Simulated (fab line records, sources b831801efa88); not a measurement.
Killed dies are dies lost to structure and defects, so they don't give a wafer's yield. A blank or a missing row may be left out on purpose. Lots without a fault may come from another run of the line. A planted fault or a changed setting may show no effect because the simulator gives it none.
Chamber matching | flow sky130 | SKY_VIA3_CMP_02 on cmp-01: 4 sister chambers
The step polishes SiO2. 7 wafers are shown with their chamber, then 7 later ones without.

WAFERS WITH THEIR CHAMBER
wafer  | chamber | motor_current_A (A) | edge_zone_pressure_frac
L493.3 | 2       | 8.9                 | 1.007
L496.2 | 0       | 13.1                | 1.001
L500.2 | 3       | 11.8                | 1.002
L500.3 | 0       | 12.4                | 1.006
L500.4 | 1       | 13.5                | 0.999
L505.1 | 1       | 13.0                | 1.007
L505.3 | 3       | 12.3                | 0.996

WAFERS WITHOUT THEIR CHAMBER
wafer  | motor_current_A (A) | edge_zone_pressure_frac
L505.6 | 12.6                | 1.004
L506.4 | 12.9                | 0.999
L506.5 | 11.3                | 0.999
L506.6 | 9.1                 | 0.988
L509.1 | 13.4                | 1.009
L509.4 | 9.2                 | 1.004
L509.5 | 12.0                | 1.001

WHICH CHAMBER EACH WENT THROUGH
wafer  | from the rows above          | in truth
L505.6 | can't be placed: 0 or 1 or 3 | 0
L506.4 | can't be placed: 0 or 1 or 3 | 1
L506.5 | can't be placed: 3 or 0      | 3
L506.6 | 2                            | 2
L509.1 | can't be placed: 1 or 0      | 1
L509.4 | 2                            | 2
L509.5 | can't be placed: 3 or 0      | 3
Placed correctly: 2 of 7. Can't be placed from these rows: 5 (the true chamber is among the candidates in 5). Placed wrongly: 0.
How it was worked out, from the rows above alone: a wafer's distance from a chamber is the root of the sum, over the readings, of the square of ((its reading less the chamber's mean) divided by the reading's scatter). The wafer belongs to the nearest chamber; if the next one is less than 2 further off, it can't be placed. A chamber's mean is the mean of its shown wafers. The scatter: the root of (the sum of the squares of (reading less its chamber's mean) over the shown wafers, divided by (wafers less chambers)).
